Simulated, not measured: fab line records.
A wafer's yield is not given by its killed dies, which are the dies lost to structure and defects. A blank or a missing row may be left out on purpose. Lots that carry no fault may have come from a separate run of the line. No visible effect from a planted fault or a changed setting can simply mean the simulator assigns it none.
Comparing a struck lot with a sound one / flow sky130 / 17 steps out of a route of 708
Sound: wafers L703.2, L703.4, L703.6. Wafers L714.4, L714.5, L714.6 were the ones struck. The cause is given at the end.
Each step with rows lists, per side, the tool, then ch with its chambers, then its first start. Under that, the readings that differ: sound wafers / struck wafers / difference of the means / sigmas: that difference in standard deviations of wafers without a fault.
alike: same words and numbers on both sides, and readings whose means sit less than 2 such deviations apart. not compared: any withheld reading, any reading some wafer has no value for, any bound like >300 that may hide the same value, and any number with overlapping values for which the record gives no deviation.
A row with sigmas, a row that says differs or no value, or rows on one side alone: a step with any of these is where the two part. When numbers do not overlap yet have no deviation, they are printed without sigmas and do not part them. A reading that every wafer of one side lacks parts them only if that side has two wafers or more.

first, 2 steps without rows for these wafers: SKY_NWELL_IMPLANT_12; SKY_NWELL_IMPLANT_13.
SKY_NWELL_STRIP_14: strips in O2/N2.
  sound on plasma asher-01 ch 0,1, day 6 23:20; struck on plasma asher-01 ch 0,1, day 9 20:06
  alike: chamber pressure mTorr, drypump motor current A, oes product au, strip time to endpoint s
  not compared: rf hours counter h
SKY_NWELL_TW_MEAS_15:
  sound: film metro-02 at day 6 23:26; struck: film metro-04 at day 9 20:12
  alike: NWELL_TW
then, 7 steps without rows for these wafers: SKY_NWELL_DEHYDRATE_16 (time 60 s); SKY_NWELL_HMDS_17 (prime time 60 s); SKY_NWELL_COAT_18 (resist thk 3000 nm); SKY_NWELL_SOFTBAKE_19; SKY_NWELL_EXPOSE_20 (exposes mask NWM COMPLEMENT, target cd 840 nm); SKY_NWELL_PEB_21; SKY_NWELL_DEVELOP_22 (develop time 60 s).
SKY_NWELL_OVL_MEAS_23:
  sound: overlay-01 at day 7 19:02; struck: overlay-01 at day 10 18:58
  alike: NWELL_01_OVL
SKY_NWELL_IMPLANT_24:
  sound on implanter-04 ch 0, day 7 19:06; struck on implanter-04 ch 0, day 10 19:04
reading=dose ions cm2; sound=9.222e+12 9.207e+12 9.206e+12; struck=1.0974e+13 1.0979e+13 1.0979e+13; difference=+1.7657e+12; sigmas=+99 or more
reading=faraday current uA; sound=51.9 50.4 53.9; struck=62.3 63.1 60.7; difference=+10.0; sigmas=+10
  alike: beam on s
SKY_NWELL_STRIP_25: strips in O2/N2.
  sound on plasma asher-04 ch 0,1, day 7 19:13; struck on plasma asher-04 ch 0,1, day 10 19:10
  alike: chamber pressure mTorr, drypump motor current A, oes product au, strip time to endpoint s
  not compared: rf hours counter h
SKY_NWELL_TW_MEAS_26:
  sound: film metro-03 at day 7 19:20; struck: film metro-04 at day 10 19:16
  alike: NWELL_2_TW
then, 1 step without rows for these wafers: SKY_NWELL_CLEAN_27 (cleans in SC1/SC2, time 150 s).
-- the record jumps here: 40 days lie between the struck wafers' starts before and after (it left off in module NWELL and takes up again in module PAD_OPEN, whose first step shown is number 708 of the route) --
SKY_PAD_OPEN_PROBE_99:
  sound: prober-01 at day 48 05:50; struck: prober-02 at day 50 16:43
reading=model.etest.pfet_16v.r on ohm um; sound=1.521e+04 1.516e+04 1.504e+04; struck=1.401e+04 1.42e+04 1.407e+04; difference=-1.043e+03; sigmas=
reading=model.etest.res iso pwell.rs ohm sq; sound=3218 3259 3175; struck=2547 2574 2568; difference=-654; sigmas=
reading=model.etest.res pwell under gate.rs ohm sq; sound=2293 2274 2285; struck=2022 2009 2032; difference=-263; sigmas=
reading=model.etest.res iso pwell.line ohm um; sound=1223 1233 1187; struck=940 952.2 957.2; difference=-265; sigmas=
reading=model.etest.pfet_16v.drive ua um; sound=248.2 250.8 249.3; struck=257 252.9 253.1; difference=+5; sigmas=
reading=model.etest.res nwell.width nm (nm); sound=840.8 836.8 844; struck=810.5 816.1 811.7; difference=-27.8; sigmas=
reading=model.etest.field n.vt v (V); sound=36.47 36.44 36.19; struck=39.63 39.85 39.72; difference=+3.37; sigmas=
  alike: killed_at_M0_to_M3, killed_at_M4_up, killed at contacts, killed at front end, killed at other, killed dies, killed open, killed short
  not compared: model.etest.tip_n_5v.rs ohm sq

## WHERE THEY PART
Only at SKY_NWELL_IMPLANT_24, within this record. Later steps at which nothing parts them and some readings are alike: SKY_NWELL_STRIP_25, SKY_NWELL_TW_MEAS_26, SKY_PAD_OPEN_PROBE_99.

WHY: whatever the simulator had introduced
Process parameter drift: implanter-04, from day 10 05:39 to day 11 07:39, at SKY_NWELL_IMPLANT_24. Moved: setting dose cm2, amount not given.
